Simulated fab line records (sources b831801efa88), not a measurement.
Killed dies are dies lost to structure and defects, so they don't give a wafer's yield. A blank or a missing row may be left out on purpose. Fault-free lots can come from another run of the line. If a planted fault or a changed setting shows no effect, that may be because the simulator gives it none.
Which of the tools did it? ; flow sky130 ; 36 wafers from 12 lots sampled at 5 of the route's 708 steps

== WHAT THE GAUGES READ, wafer by wafer ==
SKY_VIA1_THK_MEAS_01.
lot;measured;on;VIA1_HDPCVD_THK (nm)
L325;day 32 22:40;film_metro-03;1042 1035 1039
L328;day 33 21:49;film_metro-03;1030 1047 1036
L330;day 33 22:22;film_metro-04;1050 1042 1042
L329;day 34 02:46;film_metro-04;1023 1040 1045
L331;day 35 04:37;film_metro-01;1018 1045 1031
L332;day 35 09:01;film_metro-03;1036 1037 1041
L333;day 35 16:01;film_metro-04;1045 1027 1038
L334;day 35 16:37;film_metro-03;1028 1049 1026
L335;day 36 05:42;film_metro-03;1032 1050 1049
L341;day 38 01:16;film_metro-03;1044 1045 1032
L342;day 38 04:54;film_metro-04;515 1053 1033
L346;day 39 13:49;film_metro-04;1052 1030 1037

SKY_VIA1_OVL_MEAS_13.
lot;measured;on;VIA1_OVL (nm)
L325;day 34 02:00;overlay-01;-1 -5 -4
L328;day 35 00:50;overlay-02;-12 -4 -8
L330;day 35 01:43;overlay-01;1 -3 2
L329;day 35 06:36;overlay-01;-7 3 -9
L331;day 36 07:17;overlay-01;2 2 -1
L332;day 36 12:11;overlay-01;-2 10 2
L333;day 36 18:23;overlay-01;1 1 -2
L334;day 36 19:02;overlay-02;-3 -7 -2
L335;day 37 08:03;overlay-01;-3 -8 -1
L341;day 39 00:11;overlay-02;-11 -3 -5
L342;day 39 06:40;overlay-01;1 -10 7
L346;day 40 14:24;overlay-02;-5 -1 -5

== TOOL THAT RAN EACH LOT (tool first, then ch and the chambers of the sampled wafers, then the start) ==
lot;SKY_CONTACT_ETCH_17;SKY_CONTACT_STRIP_19;SKY_VIA1_HDPCVD_00
L325;rie_diel-02 ch 0,1,3, day 31 17:19;plasma_asher-03 ch 0,1, day 31 17:25;hdpcvd-01 ch 0,2, day 32 22:33
L328;rie_diel-04 ch 0,1, day 32 17:04;plasma_asher-01 ch 0,1, day 32 17:10;hdpcvd-01 ch 0,2, day 33 21:43
L330;rie_diel-03 ch 0,2,3, day 32 17:13;plasma_asher-03 ch 0,1, day 32 17:19;hdpcvd-02 ch 0,1,2, day 33 22:14
L329;rie_diel-04 ch 1,2,3, day 32 20:46;plasma_asher-03 ch 0,1, day 32 20:52;hdpcvd-02 ch 0,1,2, day 34 02:38
L331;rie_diel-02 ch 0,3, day 33 23:10;plasma_asher-02 ch 0,1, day 33 23:16;hdpcvd-01 ch 1,2, day 35 04:31
L332;rie_diel-03 ch 1,3, day 34 03:46;plasma_asher-02 ch 0,1, day 34 03:52;hdpcvd-01 ch 0,1,2, day 35 08:55
L333;rie_diel-04 ch 1,2,3, day 34 11:19;plasma_asher-03 ch 0,1, day 34 11:25;hdpcvd-01 ch 1,2, day 35 15:55
L334;rie_diel-03 ch 1,3, day 34 11:40;plasma_asher-01 ch 1, day 34 11:46;hdpcvd-02 ch 0,1,2, day 35 16:30
L335;rie_diel-03 ch 0,1,3, day 35 00:25;plasma_asher-01 ch 0,1, day 35 00:31;hdpcvd-01 ch 0,1,2, day 36 05:34
L341;rie_diel-02 ch 0,2, day 36 20:55;plasma_asher-01 ch 0,1, day 36 21:01;hdpcvd-02 ch 0,1, day 38 01:10
L342;rie_diel-03 ch 0,1,2, day 37 00:28;plasma_asher-02 ch 0,1, day 37 00:35;hdpcvd-02 ch 0,1,2, day 38 04:49
L346;rie_diel-02 ch 0,2, day 38 10:46;plasma_asher-03 ch 0,1, day 38 10:52;hdpcvd-01 ch 0,1,2, day 39 13:42
- SKY_CONTACT_ETCH_17: etches SiO2 in C4F8/O2/Ar, stops on Si3N4, target depth 340 nm.
- SKY_CONTACT_STRIP_19: strips in O2/N2.
- SKY_VIA1_HDPCVD_00: deposits SiO2, target thk 1030 nm, time 171.7 s.

== WHAT THE TOOLS THEMSELVES READ (means of the sampled wafers that have a number; where no wafer has one, the mark that the record gives instead) ==
SKY_CONTACT_ETCH_17.
lot;tool;bias_w (W);oes_product_au (a.u.)
L325;rie_diel-02;1201;0.886
L328;rie_diel-04;1200;0.894
L330;rie_diel-03;1199;0.893
L329;rie_diel-04;1201;0.894
L331;rie_diel-02;1197;0.888
L332;rie_diel-03;1201;0.894
L333;rie_diel-04;1199;0.888
L334;rie_diel-03;1200;0.891
L335;rie_diel-03;1201;0.894
L341;rie_diel-02;1201;0.896
L342;rie_diel-03;1199;0.891
L346;rie_diel-02;1202;0.892

SKY_CONTACT_STRIP_19.
lot;tool;drypump_motor_current_A (A);oes_product_au (a.u.);strip_time_to_endpoint_s (s)
L325;plasma_asher-03;5.3;0.381;3.59
L328;plasma_asher-01;5.4;0.379;3.62
L330;plasma_asher-03;5.3;0.379;3.63
L329;plasma_asher-03;5.3;0.381;3.63
L331;plasma_asher-02;5.8;0.378;3.64
L332;plasma_asher-02;6.2;0.376;3.65
L333;plasma_asher-03;5.6;0.381;3.62
L334;plasma_asher-01;5.7;0.380;3.66
L335;plasma_asher-01;5.1;0.381;3.60
L341;plasma_asher-01;5.2;0.385;3.64
L342;plasma_asher-02;6.3;0.381;3.66
L346;plasma_asher-03;5.6;0.379;3.61

SKY_VIA1_HDPCVD_00.
lot;tool;sih4_flow_sccm (sccm)
L325;hdpcvd-01;59.93
L328;hdpcvd-01;59.87
L330;hdpcvd-02;59.96
L329;hdpcvd-02;59.92
L331;hdpcvd-01;59.94
L332;hdpcvd-01;60.23
L333;hdpcvd-01;60.18
L334;hdpcvd-02;60.05
L335;hdpcvd-01;60.14
L341;hdpcvd-02;59.78
L342;hdpcvd-02;49.99
L346;hdpcvd-01;59.84

== THE ANSWER, worked out from the rows above alone ==
Rule: the lots themselves supply what counts as usual. The widest of any qualifying gaps counts: lots, ordered by their means at a reading, are off when they make up no more than a third of the lots, leave a main group of 4 or more, and stand apart from it by 3 or more times the standard deviation of that group's means. The tables above print the reading to a certain number of digits; a main group whose means all agree to those digits is not used. Also off: a lot with no number at a reading for which 4 or more lots have one. Where the step has rows for the other lots, those lots are counted as sound. Order of review: gauges by route order, followed by the tools' own readings, for which a lot's mean as printed above is used. The first step at which some lot is off is used, and at that step the reading that is off furthest; a lot without a number counts as furthest.
Off: at SKY_VIA1_THK_MEAS_01 (VIA1_HDPCVD_THK), L342. Main group: mean 1038 nm, sd 3.7.
If a tool, at a process step before that reading, ran all the lots that are off and no sound lot after the first of them, it fits. The gauges at SKY_VIA1_THK_MEAS_01 aren't tried: what is off there is off at SKY_VIA1_HDPCVD_00 too, on other tools, and a gauge's error can't cause that. Can't be told from this: 3 tools fit, rie_diel-03 at SKY_CONTACT_ETCH_17, plasma_asher-02 at SKY_CONTACT_STRIP_19, hdpcvd-02 at SKY_VIA1_HDPCVD_00.

== WHAT THE SIMULATOR HAD INSERTED ==
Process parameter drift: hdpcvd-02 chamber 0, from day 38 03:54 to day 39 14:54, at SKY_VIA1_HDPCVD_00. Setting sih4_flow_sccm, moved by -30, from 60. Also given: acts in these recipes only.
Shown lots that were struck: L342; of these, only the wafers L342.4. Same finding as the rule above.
